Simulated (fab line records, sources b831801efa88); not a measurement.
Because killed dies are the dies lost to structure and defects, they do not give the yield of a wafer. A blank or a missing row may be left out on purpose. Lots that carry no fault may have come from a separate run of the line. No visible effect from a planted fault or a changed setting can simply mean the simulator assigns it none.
Matching of chambers :: flow gf180mcu :: GF_STI_ETCH_13 on rie-diel-02 has 4 sister chambers
The step etches the open film in CHF3/O2, stops on Si, target depth 282.31 nm, time 112.9 s. 8 wafers are shown with their chamber, then 8 later ones without.

WAFERS WITH THEIR CHAMBER
wafer: L512.5
chamber: 2
throttle-valve-pct (%): 8.818
chf3-flow-sccm (sccm): 49.92

wafer: L518.6
chamber: 0
throttle-valve-pct (%): 8.805
chf3-flow-sccm (sccm): 49.72

wafer: L523.4
chamber: 1
throttle-valve-pct (%): 8.811
chf3-flow-sccm (sccm): 50.06

wafer: L523.5
chamber: 0
throttle-valve-pct (%): 8.810
chf3-flow-sccm (sccm): 49.78

wafer: L527.2
chamber: 3
throttle-valve-pct (%): 8.821
chf3-flow-sccm (sccm): 49.90

wafer: L527.3
chamber: 2
throttle-valve-pct (%): 8.819
chf3-flow-sccm (sccm): 50.06

wafer: L527.4
chamber: 1
throttle-valve-pct (%): 8.802
chf3-flow-sccm (sccm): 50.08

wafer: L529.2
chamber: 3
throttle-valve-pct (%): 8.800
chf3-flow-sccm (sccm): 50.06

WAFERS WHOSE CHAMBER IS MISSING
wafer: L529.5
throttle-valve-pct (%): 8.812
chf3-flow-sccm (sccm): 49.98

wafer: L529.6
throttle-valve-pct (%): 8.812
chf3-flow-sccm (sccm): 50.23

wafer: L530.2
throttle-valve-pct (%): 8.802
chf3-flow-sccm (sccm): 49.92

wafer: L530.5
throttle-valve-pct (%): 8.812
chf3-flow-sccm (sccm): 50.09

wafer: L530.6
throttle-valve-pct (%): 8.808
chf3-flow-sccm (sccm): 49.93

wafer: L531.1
throttle-valve-pct (%): 8.817
chf3-flow-sccm (sccm): 50.15

wafer: L531.3
throttle-valve-pct (%): 8.807
chf3-flow-sccm (sccm): 49.92

wafer: L531.5
throttle-valve-pct (%): 8.802
chf3-flow-sccm (sccm): 49.87

WHICH CHAMBER EACH ONE RAN IN
wafer: L529.5
from the rows above: can't be placed: 3 or 2 or 1
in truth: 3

wafer: L529.6
from the rows above: can't be placed: 1 or 2 or 3
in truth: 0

wafer: L530.2
from the rows above: can't be placed: 3 or 1 or 2 or 0
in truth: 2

wafer: L530.5
from the rows above: can't be placed: 1 or 3 or 2
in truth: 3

wafer: L530.6
from the rows above: can't be placed: 3 or 2 or 1 or 0
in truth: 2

wafer: L531.1
from the rows above: can't be placed: 1 or 2 or 3
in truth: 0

wafer: L531.3
from the rows above: can't be placed: 3 or 2 or 1 or 0
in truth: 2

wafer: L531.5
from the rows above: can't be placed: 0 or 3 or 2 or 1
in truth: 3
0 of 8 placed correctly. Not placeable from these rows: 8 (in 6, the candidates include the true chamber). Number placed wrongly: 0.
How it was worked out, from the rows above alone: a wafer's distance from a chamber is the root of the sum, over the readings, of the square of ((its reading less the chamber's mean) divided by the reading's scatter). If the next closest chamber is less than 2 further off than the closest, the wafer can't be placed; otherwise it belongs to the closest. A chamber's mean is the mean of its shown wafers. The scatter: take each reading less its chamber's mean, square it, sum over the shown wafers, divide by the number of wafers less the number of chambers, and take the root.
